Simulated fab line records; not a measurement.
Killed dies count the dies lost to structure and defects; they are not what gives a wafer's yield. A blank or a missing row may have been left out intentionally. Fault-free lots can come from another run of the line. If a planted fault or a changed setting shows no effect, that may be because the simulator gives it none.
Which tool was responsible? | flow gf180mcu | 12 lots, 36 wafers sampled, at 3 steps of a route of 602

WHAT THE GAUGES READ, wafer by wafer
GF_TOP_METAL_RS_MEAS_05: measures by four-point-probe. Usual: for TOP_METAL_ALCU_RS the level is 0.0327 ohm/sq and the standard deviation is 0.0004.
lot  | measured     | on            | TOP_METAL_ALCU_RS (ohm/sq) | flag
L824 | day 27 15:05 | film metro-01 | 0.0326 0.0326 0.0327       |
L825 | day 27 23:17 | film metro-03 | 0.0329 0.0329 0.0326       |
L826 | day 28 06:53 | film metro-03 | 0.0325 0.0325 0.0325       |
L827 | day 28 22:12 | film metro-04 | 0.0322 0.0324 0.0324       |
L830 | day 29 14:55 | film metro-03 | 0.0328 0.0328 0.0327       |
L832 | day 30 10:47 | film metro-04 | 0.0327 0.0329 0.0328       |
L838 | day 31 18:08 | film metro-03 | 0.0328 0.0327 0.0326       |
L840 | day 32 08:47 | film metro-03 | 0.0331 0.0336 0.0336       |
L841 | day 32 12:32 | film metro-01 | 0.0331 0.0335 0.0330       |
L843 | day 32 23:41 | film metro-03 | 0.0326 0.0326 0.0328       |
L845 | day 33 11:12 | film metro-03 | 0.0326 0.0326 0.0325       |
L846 | day 34 00:41 | film metro-01 | 0.0319 0.0322 0.0321       |

GF_TOP_METAL_THK_MEAS_06: measures by xrf. Usual: for TOP_METAL_ALCU_THK the level is 890 nm and the standard deviation is 11.
lot  | measured     | on            | TOP_METAL_ALCU_THK (nm) | flag
L824 | day 27 15:11 | film metro-01 | 892 894 893             |
L825 | day 27 23:22 | film metro-03 | 893 896 901             |
L826 | day 28 07:01 | film metro-03 | 896 901 896             |
L827 | day 28 22:19 | film metro-04 | 889 889 890             |
L830 | day 29 15:02 | film metro-03 | 892 892 891             |
L832 | day 30 10:53 | film metro-04 | 883 873 879             |
L838 | day 31 18:16 | film metro-03 | 897 895 899             |
L840 | day 32 08:53 | film metro-03 | 887 871 874             |
L841 | day 32 12:38 | film metro-01 | 879 868 875             |
L843 | day 32 23:48 | film metro-03 | 897 901 896             |
L845 | day 33 11:19 | film metro-03 | 895 896 894             |
L846 | day 34 00:47 | film metro-01 | 907 904 900             |

WHAT TOOL EACH LOT RAN ON (gives the tool, then ch and the chambers of the sampled wafers, and finally the start)
lot  | GF_V5_SPUTTER_21
L824 | pvd sputter-01, day 27 14:07
L825 | pvd sputter-03, day 27 22:19
L826 | pvd sputter-03, day 28 05:58
L827 | pvd sputter-01, day 28 21:17
L830 | pvd sputter-01, day 29 13:52
L832 | pvd sputter-01, day 30 09:43
L838 | pvd sputter-02, day 31 17:07
L840 | pvd sputter-01, day 32 07:50
L841 | pvd sputter-02, day 32 11:20
L843 | pvd sputter-02, day 32 22:46
L845 | pvd sputter-02, day 33 10:16
L846 | pvd sputter-03, day 33 23:37
- GF_V5_SPUTTER_21: material Ti, target thk 15 nm, time 80.02 s.

AS READ BY THE TOOLS THEMSELVES (means over the sampled wafers that have a number; for cases with no such wafer, the mark the record gives instead)
GF_V5_SPUTTER_21. Usual: substrate temp c 200.02 C, standard deviation 0.15; throttle valve pct 28.9 %, standard deviation 1.1.
lot  | tool           | substrate temp c (C) | throttle valve pct (%) | flag
L824 | pvd sputter-01 | 199.94               | 29.2                   |
L825 | pvd sputter-03 | 200.02               | 28.0                   |
L826 | pvd sputter-03 | 200.03               | 29.6                   |
L827 | pvd sputter-01 | 199.99               | 30.1                   |
L830 | pvd sputter-01 | 199.95               | 28.8                   |
L832 | pvd sputter-01 | 200.12               | 28.8                   |
L838 | pvd sputter-02 | 199.98               | 28.8                   |
L840 | pvd sputter-01 | 200.04               | 29.4                   |
L841 | pvd sputter-02 | 200.08               | 28.7                   |
L843 | pvd sputter-02 | 199.96               | 28.6                   |
L845 | pvd sputter-02 | 199.93               | 27.9                   |
L846 | pvd sputter-03 | 199.98               | 30.2                   |

THE ANSWER, worked out from the rows above alone
Rule: a lot counts as off when the mean over its wafers that have a number is more than 3 standard deviations away from the usual mean. A lot without any number at a reading at which 4 lots or more have one is off too. Where the step has rows for the other lots, those lots are counted as sound. After the gauges, taken in route order, come the tools' own readings; for these a lot's mean is taken, as printed above. The first step at which some lot is off is used, and at that step the reading that is off furthest; a lot without a number counts as furthest.
Across all readings shown, no lot is off: no conclusion can be drawn from this.

WHAT THE SIMULATOR HAD PUT IN
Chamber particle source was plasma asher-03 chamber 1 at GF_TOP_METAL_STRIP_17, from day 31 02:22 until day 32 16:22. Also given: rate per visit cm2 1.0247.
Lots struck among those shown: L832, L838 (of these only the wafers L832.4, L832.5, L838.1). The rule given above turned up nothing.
